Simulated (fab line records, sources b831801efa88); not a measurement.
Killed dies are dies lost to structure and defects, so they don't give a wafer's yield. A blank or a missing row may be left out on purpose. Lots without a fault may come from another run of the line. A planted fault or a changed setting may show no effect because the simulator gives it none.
Which tool did it? | flow gf180mcu | 12 lots, 36 wafers sampled, at 1 step of a route of 602

WHAT THE GAUGES READ, wafer by wafer
GF_V3_BOW_MEAS_05.
lot  | measured     | on            | V3_BOW (um)
L075 | day 22 15:51 | film_metro-02 | 120 112 119
L076 | day 23 10:52 | film_metro-01 | 117 137 135
L079 | day 23 21:02 | film_metro-01 | 114 104 133
L082 | day 25 07:20 | film_metro-02 | 119 106 101
L084 | day 25 12:02 | film_metro-02 | 96 113 111
L085 | day 25 17:29 | film_metro-02 | 106 114 123
L087 | day 26 12:44 | film_metro-02 | 114 114 132
L089 | day 27 04:30 | film_metro-02 | 113 117 119
L091 | day 27 14:14 | film_metro-01 | 114 111 118
L093 | day 28 10:21 | film_metro-03 | 120 120 106
L095 | day 29 00:37 | film_metro-01 | 123 111 103
L097 | day 29 11:08 | film_metro-02 | 107 115 104

WHICH TOOL RAN EACH LOT (tool, then ch and the chambers of the sampled wafers, then the start)
The record holds no process step before these readings.

THE ANSWER, worked out from the rows above alone
Rule: what is usual is taken from the lots themselves. Put in order of their means at a reading, lots are off if they are a third of the lots or fewer, leave a main group of 4 or more, and stand apart from it by a gap of 3 or more times the standard deviation of the main group's means; of several such gaps the widest counts. A main group whose means are all the same, to the digits that the tables above print for the reading, isn't used. A lot without any number at a reading at which 4 lots or more have one is off too. The other lots that the step has rows for count as sound.
No lot is off at any reading shown: from this, nothing can be told.

WHAT THE SIMULATOR HAD PUT IN
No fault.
